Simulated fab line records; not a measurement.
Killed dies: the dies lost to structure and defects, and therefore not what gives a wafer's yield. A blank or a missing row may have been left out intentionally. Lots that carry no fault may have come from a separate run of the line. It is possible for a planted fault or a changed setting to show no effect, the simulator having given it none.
fab line records | flow gf180mcu
[record] lots = 12 | wafers = 36 | lastDay = 34
route steps=602 shown HV_LDD@230 CONTACT@290 M1@319
lots that met no fault: from a run of the same line without faults
startH: start of the lot's first displayed wafer, in hours after the record's first day | waitH: hours from the lot's prior step to this one | " the same as in the row above | L1.1+2: one row covering several wafers at once | - either no value or no given start | * or withheld: withheld | < > ~ a bound
route shown NAME@n: a module of which the file shows steps, and the number in the route of the first | usual: the fault-free wafers' mean and standard deviation | same: alike in all rows | chamber/n: place in a boat | sites: per-site readings | _std_site: the values' standard deviation | _edge_site: the outer-site mean with the inner-site mean subtracted | radiusMm: for every site, how far away it sits from the centre of the wafer | mask NAME#n: copy n | behind: the tool/chamber that last shaped the wafer | hold: cause of the lot's hold/its duration in hours/its outcome | device: names the non-switching transistor (n, p or np) | end of line: tests run on the same wafers once the route is complete | for a step that has no rows: nothing shown but its recipe | killed: the dies lost at the first sort to structure and to defects; this is not the yield of the wafer | map: the dies of a wafer, with x for killed, . for not killed, _ for no die there
set.NAME: the setting as run; set.NAME@STEP: as run at that earlier step | model.NAME: the simulator's own value behind a step, which no gauge read
the route's steps for a sample of lots (tables are steps, rows are wafers)
services: from which hour (startH, from the record's first day; less than 0 if before it) a tool's chamber was out of use, for how many hours, and why
[[steps]]
[step GF_HV_LDD_CVD_54]
[recipe] material = SiO2 | targetThkNm = 10 | precursor = TEOS | tempC = 680 | timeS = 75 | pressureMtorr = 400
[usual] spikeTcBottomC = 702.8/2.5 | spikeTcCentreC = 680.1/1.1 | spikeTcLowerC = 679.8/1.2 | spikeTcTopC = 698/4.5 | spikeTcUpperC = 680.2/1.3
lot.wafer | tool     | chamber | startH | waitH | spikeTcBottomC | spikeTcCentreC | spikeTcLowerC | spikeTcTopC | spikeTcUpperC
L391.1    | lpcvd-02 | 0       | 274.84 | 0.1   | 701.5          | 680.5          | 680.9         | 699         | 678.9
L391.5    | "        | 0       | "      | "     | 701.3          | 681.5          | 679.6         | 697         | 676.9
L391.6    | "        | 0       | "      | "     | 701.4          | 680.9          | 679.8         | 698         | 681.2
L392.1    | lpcvd-02 | 0       | 283.84 | 0.1   | 701.2          | 681.7          | 681.3         | 697         | 677.9
L392.3    | "        | 0       | "      | "     | 701.3          | 678.9          | 680.0         | 697         | 678.3
L392.4    | "        | 0       | "      | "     | 698.4          | 680.3          | 679.8         | 698         | 678.8
L393.1    | lpcvd-01 | 1       | 288.80 | 1.7   | 702.0          | 680.1          | 676.4         | 692         | 680.9
L393.3    | "        | 1       | "      | "     | 702.6          | 680.9          | 680.5         | 691         | 679.0
L393.6    | "        | 1       | "      | "     | 702.8          | 680.6          | 680.1         | 690         | 680.3
L395.1    | lpcvd-01 | 1       | 306.14 | 0.1   | 699.6          | 680.7          | 679.0         | 691         | 681.0
L395.3    | "        | 1       | "      | "     | 701.3          | 678.8          | 678.8         | 694         | 678.8
L395.6    | "        | 1       | "      | "     | 701.9          | 680.8          | 678.7         | 690         | 679.7
L397.3    | lpcvd-02 | 1       | 329.49 | 0.1   | 705.9          | 679.3          | 681.7         | 700         | 682.8
L397.4    | "        | 1       | "      | "     | 705.5          | 680.1          | 680.2         | 703         | 681.6
L397.5    | "        | 1       | "      | "     | 704.8          | 679.9          | 679.9         | 703         | 683.4
L398.1    | lpcvd-02 | 1       | 336.09 | 0.1   | 705.0          | 678.9          | 681.1         | 703         | 682.0
L398.3    | "        | 1       | "      | "     | 705.3          | 678.7          | 679.1         | 703         | 680.0
L398.4    | "        | 1       | "      | "     | 704.9          | 679.3          | 680.5         | 701         | 680.2
L402.1    | lpcvd-02 | 1       | 370.81 | 0.4   | 707.6          | 680.4          | 680.1         | 702         | 682.0
L402.3    | "        | 1       | "      | "     | 705.4          | 679.3          | 679.7         | 703         | 681.6
L402.6    | "        | 1       | "      | "     | 705.1          | 680.2          | 682.1         | 702         | 681.5
L405.1    | lpcvd-02 | 1       | 389.27 | 0.1   | 714.4          | 691.4          | 688.8         | 710         | 690.7
L405.2    | "        | 1       | "      | "     | 716.0          | 690.6          | 690.5         | 711         | 690.8
L405.4    | "        | 1       | "      | "     | 716.2          | 690.0          | 692.3         | 710         | 691.9
L406.2    | lpcvd-02 | 1       | 399.95 | 0.1   | 715.4          | 691.0          | 689.8         | 713         | 690.3
L406.3    | "        | 1       | "      | "     | 716.8          | 690.6          | 691.6         | 712         | 688.8
L406.4    | "        | 1       | "      | "     | 714.9          | 689.9          | 689.2         | 711         | 690.5
L407.3    | lpcvd-01 | 0       | 403.74 | 0.1   | 700.7          | 678.9          | 681.2         | 701         | 679.2
L407.5    | "        | 0       | "      | "     | 701.0          | 679.9          | 681.0         | 699         | 680.6
L407.6    | "        | 0       | "      | "     | 698.6          | 679.8          | 679.1         | 703         | 680.7
L412.3    | lpcvd-01 | 1       | 445.85 | 0.1   | 701.7          | 679.7          | 679.6         | 692         | 680.3
L412.4    | "        | 1       | "      | "     | 702.3          | 680.1          | 680.1         | 693         | 678.6
L412.5    | "        | 1       | "      | "     | 702.8          | 680.0          | 678.7         | 692         | 680.6
L413.1    | lpcvd-01 | 0       | 454.39 | 0.1   | 699.1          | 679.7          | 679.8         | 700         | 680.0
L413.3    | "        | 0       | "      | "     | 698.5          | 678.8          | 679.2         | 702         | 680.2
L413.4    | "        | 0       | "      | "     | 700.3          | 678.0          | 679.1         | 702         | 679.9
[step GF_HV_LDD_THK_MEAS_55]
[recipe] reads = SiO2_of_HV_LDD_CVD_54
[usual] HV_LDD_CVD_54_THK = 9.99/0.16
lot.wafer | tool         | chamber | startH | waitH | hold                    | HV_LDD_CVD_54_THK[nm]
L391.1    | filmMetro-04 | -       | 275.86 | 0.0   | -                       | 10.09
L391.5    | "            | -       | "      | "     | -                       | 10.09
L391.6    | "            | -       | "      | "     | -                       | 10.11
L392.1    | filmMetro-04 | -       | 284.86 | 0.0   | -                       | 10.32
L392.3    | "            | -       | "      | "     | -                       | 10.44
L392.4    | "            | -       | "      | "     | -                       | 10.25
L393.1    | filmMetro-04 | -       | 289.82 | 0.0   | -                       | 9.85
L393.3    | "            | -       | "      | "     | -                       | 9.96
L393.6    | "            | -       | "      | "     | -                       | 9.92
L395.1    | filmMetro-01 | -       | 307.16 | 0.0   | -                       | 10.23
L395.3    | "            | -       | "      | "     | -                       | 10.11
L395.6    | "            | -       | "      | "     | -                       | 10.12
L397.3    | filmMetro-02 | -       | 330.53 | 0.0   | -                       | 10.16
L397.4    | "            | -       | "      | "     | -                       | 10.05
L397.5    | "            | -       | "      | "     | -                       | 10.19
L398.1    | filmMetro-02 | -       | 337.11 | 0.0   | -                       | 9.82
L398.3    | "            | -       | "      | "     | -                       | 9.93
L398.4    | "            | -       | "      | "     | -                       | 9.88
L402.1    | filmMetro-04 | -       | 371.83 | 0.0   | -                       | 9.97
L402.3    | "            | -       | "      | "     | -                       | 9.84
L402.6    | "            | -       | "      | "     | -                       | 9.84
L405.1    | filmMetro-01 | -       | 390.29 | 0.0   | awaitDispo/0.2h/release | 12.75
L405.2    | "            | -       | "      | "     | awaitDispo/0.2h/release | 12.62
L405.4    | "            | -       | "      | "     | awaitDispo/0.2h/release | 12.61
L405.1    | filmMetro-01 | -       | 390.52 | 0.2   | -                       | 12.71
L405.2    | "            | -       | "      | "     | -                       | 12.54
L405.4    | "            | -       | "      | "     | -                       | 12.67
L406.2    | filmMetro-04 | -       | 400.99 | 0.0   | awaitDispo/0.2h/release | 12.87
L406.3    | "            | -       | "      | "     | awaitDispo/0.2h/release | 12.85
L406.4    | "            | -       | "      | "     | awaitDispo/0.2h/release | 12.83
L406.2    | filmMetro-04 | -       | 401.21 | 0.2   | -                       | 12.89
L406.3    | "            | -       | "      | "     | -                       | 12.84
L406.4    | "            | -       | "      | "     | -                       | 12.84
L407.3    | filmMetro-04 | -       | 404.78 | 0.0   | -                       | 9.75
L407.5    | "            | -       | "      | "     | -                       | 9.85
L407.6    | "            | -       | "      | "     | -                       | 9.71
L412.3    | filmMetro-04 | -       | 446.89 | 0.0   | -                       | 9.86
L412.4    | "            | -       | "      | "     | -                       | 9.76
L412.5    | "            | -       | "      | "     | -                       | 9.78
L413.1    | filmMetro-04 | -       | 455.41 | 0.0   | -                       | 10.01
L413.3    | "            | -       | "      | "     | -                       | 9.93
L413.4    | "            | -       | "      | "     | -                       | 9.90
[step GF_CONTACT_THK_MEAS_03]
[recipe] reads = SiO2_of_CONTACT_CVD_02
[usual] CONTACT_CVD_02_THK = 864/12
lot.wafer | tool         | chamber | startH | waitH | CONTACT_CVD_02_THK[nm]
L391.1    | filmMetro-04 | -       | 341.70 | 0.0   | 871
L391.5    | "            | -       | "      | "     | 875
L391.6    | "            | -       | "      | "     | 877
L392.1    | filmMetro-02 | -       | 350.86 | 0.0   | 851
L392.3    | "            | -       | "      | "     | 846
L392.4    | "            | -       | "      | "     | 874
L393.1    | filmMetro-02 | -       | 357.29 | 0.0   | 849
L393.3    | "            | -       | "      | "     | 847
L393.6    | "            | -       | "      | "     | 859
L395.1    | filmMetro-04 | -       | 376.79 | 0.0   | 847
L395.3    | "            | -       | "      | "     | 853
L395.6    | "            | -       | "      | "     | 875
L397.3    | filmMetro-01 | -       | 400.17 | 0.1   | 838
L397.4    | "            | -       | "      | "     | 858
L397.5    | "            | -       | "      | "     | 862
L398.1    | filmMetro-01 | -       | 407.02 | 0.0   | 872
L398.3    | "            | -       | "      | "     | 861
L398.4    | "            | -       | "      | "     | 874
L402.1    | filmMetro-01 | -       | 443.29 | 0.0   | 857
L402.3    | "            | -       | "      | "     | 857
L402.6    | "            | -       | "      | "     | 872
L405.1    | filmMetro-02 | -       | 464.99 | 0.0   | 881
L405.2    | "            | -       | "      | "     | 858
L405.4    | "            | -       | "      | "     | 872
L406.2    | filmMetro-02 | -       | 476.25 | 0.0   | 841
L406.3    | "            | -       | "      | "     | 859
L406.4    | "            | -       | "      | "     | 873
L407.3    | filmMetro-04 | -       | 480.70 | 0.1   | 864
L407.5    | "            | -       | "      | "     | 864
L407.6    | "            | -       | "      | "     | 848
L412.3    | filmMetro-02 | -       | 522.11 | 0.1   | 852
L412.4    | "            | -       | "      | "     | 872
L412.5    | "            | -       | "      | "     | 886
L413.1    | filmMetro-04 | -       | 528.95 | 0.0   | 843
L413.3    | "            | -       | "      | "     | 861
L413.4    | "            | -       | "      | "     | 860
[step GF_CONTACT_SPUTTER_23]
[recipe] material = TiN | targetThkNm = 10 | chamberPressurePa = 5 | powerW = 4000 | timeS = 40
[usual] chamberPressurePa = 5.000/0.01 | throttleValvePct = 30.3/0.93
lot.wafer | tool          | chamber | startH | waitH | chamberPressurePa | throttleValvePct
L391.1    | pvdSputter-02 | -       | 364.99 | 0.0   | 5.010             | 31.8
L391.5    | "             | -       | "      | "     | 5.006             | 30.2
L391.6    | "             | -       | "      | "     | 5.006             | 29.6
L392.1    | pvdSputter-03 | -       | 374.17 | 0.0   | 5.015             | 28.9
L392.3    | "             | -       | "      | "     | 5.003             | 30.0
L392.4    | "             | -       | "      | "     | 5.007             | 30.9
L393.1    | pvdSputter-01 | -       | 380.77 | 0.0   | 4.997             | 30.0
L393.3    | "             | -       | "      | "     | 5.002             | 30.8
L393.6    | "             | -       | "      | "     | 5.000             | 29.2
L395.1    | pvdSputter-02 | -       | 399.86 | 0.0   | 5.011             | 32.2
L395.3    | "             | -       | "      | "     | 5.002             | 30.1
L395.6    | "             | -       | "      | "     | 4.996             | 29.8
L397.3    | pvdSputter-02 | -       | 424.27 | 0.0   | 5.000             | 30.0
L397.4    | "             | -       | "      | "     | 5.005             | 31.4
L397.5    | "             | -       | "      | "     | 4.987             | 31.8
L398.1    | pvdSputter-02 | -       | 431.57 | 0.0   | 5.007             | 29.8
L398.3    | "             | -       | "      | "     | 4.998             | 30.1
L398.4    | "             | -       | "      | "     | 5.017             | 31.3
L402.1    | pvdSputter-01 | -       | 469.17 | 0.0   | 4.999             | 29.1
L402.3    | "             | -       | "      | "     | 5.006             | 29.6
L402.6    | "             | -       | "      | "     | 4.996             | 29.3
L405.1    | pvdSputter-02 | -       | 490.61 | 0.0   | 5.013             | 30.0
L405.2    | "             | -       | "      | "     | 4.986             | 31.3
L405.4    | "             | -       | "      | "     | 4.995             | 30.0
L406.2    | pvdSputter-02 | -       | 501.66 | 0.0   | 4.992             | 30.2
L406.3    | "             | -       | "      | "     | 4.985             | 32.1
L406.4    | "             | -       | "      | "     | 5.000             | 31.4
L407.3    | pvdSputter-03 | -       | 505.61 | 0.0   | 4.971             | 30.5
L407.5    | "             | -       | "      | "     | 5.017             | 30.6
L407.6    | "             | -       | "      | "     | 5.010             | 28.6
L412.3    | pvdSputter-03 | -       | 546.01 | 0.0   | 4.995             | 30.5
L412.4    | "             | -       | "      | "     | 5.016             | 28.6
L412.5    | "             | -       | "      | "     | 5.002             | 30.6
L413.1    | pvdSputter-01 | -       | 552.06 | 0.0   | 4.993             | 29.9
L413.3    | "             | -       | "      | "     | 5.023             | 28.3
L413.4    | "             | -       | "      | "     | 5.001             | 30.7
[step GF_M1_SPUTTER_04]
[recipe] material = TiN | targetThkNm = 50 | powerW = 6367 | timeS = 41.7 | chamberPressurePa = 0.4
[usual] chamberPressurePa = 0.4000/0.00076 | throttleValvePct = 29.9/1.4
lot.wafer | tool          | chamber | startH | waitH | chamberPressurePa | throttleValvePct
L391.1    | pvdSputter-04 | -       | 365.79 | 0.0   | 0.4000            | 29.4
L391.5    | "             | -       | "      | "     | 0.3993            | 30.8
L391.6    | "             | -       | "      | "     | 0.3991            | 27.0
L392.1    | pvdSputter-04 | -       | 374.97 | 0.0   | 0.4011            | 27.3
L392.3    | "             | -       | "      | "     | 0.4008            | 29.4
L392.4    | "             | -       | "      | "     | 0.4004            | 27.3
L393.1    | pvdSputter-03 | -       | 381.57 | 0.0   | 0.3995            | 29.0
L393.3    | "             | -       | "      | "     | 0.3994            | 30.2
L393.6    | "             | -       | "      | "     | 0.4000            | 30.7
L395.1    | pvdSputter-04 | -       | 404.23 | 0.0   | 0.3984            | 29.8
L395.3    | "             | -       | "      | "     | 0.4003            | 27.4
L395.6    | "             | -       | "      | "     | 0.4003            | 27.1
L397.3    | pvdSputter-04 | -       | 425.07 | 0.0   | 0.3995            | 30.6
L397.4    | "             | -       | "      | "     | 0.4007            | 27.0
L397.5    | "             | -       | "      | "     | 0.4019            | 27.5
L398.1    | pvdSputter-04 | -       | 432.70 | 0.0   | 0.4004            | 30.5
L398.3    | "             | -       | "      | "     | 0.3993            | 30.5
L398.4    | "             | -       | "      | "     | 0.4000            | 27.4
L402.1    | pvdSputter-02 | -       | 469.97 | 0.0   | 0.4000            | 31.5
L402.3    | "             | -       | "      | "     | 0.4005            | 30.4
L402.6    | "             | -       | "      | "     | 0.4005            | 30.1
L405.1    | pvdSputter-04 | -       | 491.41 | 0.0   | 0.4004            | 30.7
L405.2    | "             | -       | "      | "     | 0.4006            | 29.4
L405.4    | "             | -       | "      | "     | 0.4003            | 27.0
L406.2    | pvdSputter-04 | -       | 502.46 | 0.0   | 0.3996            | 27.5
L406.3    | "             | -       | "      | "     | 0.4000            | 30.4
L406.4    | "             | -       | "      | "     | 0.3991            | 30.6
L407.3    | pvdSputter-03 | -       | 506.56 | 0.0   | 0.3990            | 30.9
L407.5    | "             | -       | "      | "     | 0.4001            | 29.0
L407.6    | "             | -       | "      | "     | 0.4006            | 30.2
L412.3    | pvdSputter-04 | -       | 546.81 | 0.0   | 0.3989            | 30.7
L412.4    | "             | -       | "      | "     | 0.4002            | 27.4
L412.5    | "             | -       | "      | "     | 0.4008            | 29.5
L413.1    | pvdSputter-02 | -       | 552.86 | 0.0   | 0.3998            | 31.5
L413.3    | "             | -       | "      | "     | 0.3996            | 31.9
L413.4    | "             | -       | "      | "     | 0.4007            | 29.9
[[services]]
tool          | chamber | startH | hours | kind
pvdSputter-01 | -       | 251.85 | 10.6  | repair
pvdSputter-03 | 1       | 268.38 | -     | consumableReplace:kit
pvdSputter-03 | 1       | 268.38 | 18.0  | scheduledDown
pvdSputter-03 | 1       | 268.38 | 18.0  | ventCycle
lpcvd-01      | -       | 282.80 | 6.0   | pm
lpcvd-01      | -       | 291.84 | 2.8   | pm
pvdSputter-01 | -       | 295.41 | 2.6   | repair
pvdSputter-02 | -       | 306.44 | 7.5   | repair
pvdSputter-01 | 0       | 330.45 | -     | consumableReplace:kit
pvdSputter-01 | 0       | 330.45 | 18.0  | scheduledDown
pvdSputter-01 | 0       | 330.45 | 18.0  | ventCycle
pvdSputter-03 | -       | 333.26 | 9.7   | repair
pvdSputter-04 | 3       | 365.83 | -     | consumableReplace:kit
pvdSputter-04 | 3       | 365.83 | 18.0  | scheduledDown
pvdSputter-04 | 3       | 365.83 | 18.0  | ventCycle
pvdSputter-03 | -       | 417.47 | 10.6  | repair
pvdSputter-03 | 0       | 467.59 | -     | consumableReplace:kit
pvdSputter-03 | 0       | 467.59 | 18.0  | scheduledDown
pvdSputter-03 | 0       | 467.59 | 18.0  | ventCycle
lpcvd-02      | -       | 509.88 | 28.1  | pm
pvdSputter-02 | 2       | 534.49 | -     | consumableReplace:kit
pvdSputter-02 | 2       | 534.49 | 18.0  | scheduledDown
pvdSputter-02 | 2       | 534.49 | 18.0  | ventCycle
[[key]]
[firstSign] step = GF_HV_LDD_CVD_54 | reading = spikeTcCentreC | direction = up | sigmas = 9.8 | usual = 680.1 | struck = 690.6
[effect] step = GF_HV_LDD_CVD_54 | reading = spikeTcLowerC | direction = up | sigmas = 8.7 | usual = 679.8 | struck = 690.3
[effect] step = GF_HV_LDD_THK_MEAS_55 | reading = visit | direction = added
[effect] step = GF_HV_LDD_THK_MEAS_55 | reading = HV_LDD_CVD_54_THK | direction = up | sigmas = 17 | usual = 9.99 | struck = 12.75
metAt GF_HV_LDD_CVD_54
struckLots L405,L406
testerLeftOut L405,L406
notActingAt GF_CONTACT_THK_MEAS_03,GF_CONTACT_SPUTTER_23,GF_M1_SPUTTER_04
onsetBetween 370.81 389.27
[fault] kind = processParameterDrift | tool = lpcvd-02 | chamber = - | onsetH = 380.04 | steps = GF_HV_LDD_CVD_54 | channel = tempC | offset = * | shape = step | endH = 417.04 | actsIn = * | stated = *
// testerLeftOut: of these lots the tester's yield and bins aren't shown, on N5 and GAA mostly nor the transistor test; their killed dies are dies lost to structure and defects alone, not to doping, threshold or leakage, so they don't give the yield
